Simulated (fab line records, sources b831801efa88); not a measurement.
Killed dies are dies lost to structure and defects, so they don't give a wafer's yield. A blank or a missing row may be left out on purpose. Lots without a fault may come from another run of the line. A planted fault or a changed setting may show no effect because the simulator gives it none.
One fault seen from 2 desks | flow gf180mcu | each desk has only its own numbers; what lay behind them comes last

THE TOOL OWNER'S DESK: wet_bench-04
The tool's own readings at GF_VT_IMPLANT_WET_ETCH_50 (etches SiO2 in dHF, target depth 20 nm, time 400 s): means of the sampled wafers that have a number, for each lot that ran on this tool. A lot is out of limits, marked OUT, if its mean lies more than 4 standard deviations from the usual mean; the brackets give that distance.
Columns: A = bath_heat_duty_pct at GF_VT_IMPLANT_WET_ETCH_50, usual 6.2 %; B = run_length_s at GF_VT_IMPLANT_WET_ETCH_50, usual 428 s; C = temp_c at GF_VT_IMPLANT_WET_ETCH_50, usual 24.99 C
lot  | first seen here | A   | B   | C
L407 | day 7 23:16     | 6.3 | 425 | 25.02
L428 | day 13 14:58    | 5.6 | 433 | 25.10
This desk's finding: nothing out of limits on any of the 2 lots.

THE METROLOGY DESK
What the gauges read, lot by lot, whatever tool the lot ran on: means of the sampled wafers that have a number. A lot is out of limits, marked OUT, if its mean lies more than 4 standard deviations from the usual mean; the brackets give that distance.
Columns: A = VT_IMPLANT_2_TW at GF_VT_IMPLANT_TW_MEAS_21, usual 1217; B = VT_IMPLANT_03_OVL at GF_VT_IMPLANT_OVL_MEAS_40, usual 0.6 nm
lot  | first seen here | A    | B
L406 | day 6 04:49     | 1234 | -0.5
L407 | day 6 15:20     | 1240 | 1.8
L408 | day 6 23:32     | 1238 | -0.3
L411 | day 7 13:13     | 1230 | 1.9
L412 | day 7 18:56     | 1214 | 1.3
L413 | day 8 04:49     | 1230 | -0.7
L414 | day 8 10:30     | 1202 | -0.5
L415 | day 8 13:57     | 1231 | -0.5
L424 | day 10 21:01    | 1234 | -0.1
L425 | day 11 03:50    | 1193 | 1.1
L426 | day 11 08:59    | 1227 | -1.1
L427 | day 11 17:16    | 1225 | 3.4
L428 | day 11 23:25    | 1190 | 0.2
L429 | day 12 07:40    | 1199 | -0.6
This desk's finding: nothing out of limits on any of the 14 lots.

PUT TOGETHER
The tool owner's desk saw nothing out of limits.
The metrology desk saw nothing out of limits.

WHAT THE SIMULATOR HAD PUT IN
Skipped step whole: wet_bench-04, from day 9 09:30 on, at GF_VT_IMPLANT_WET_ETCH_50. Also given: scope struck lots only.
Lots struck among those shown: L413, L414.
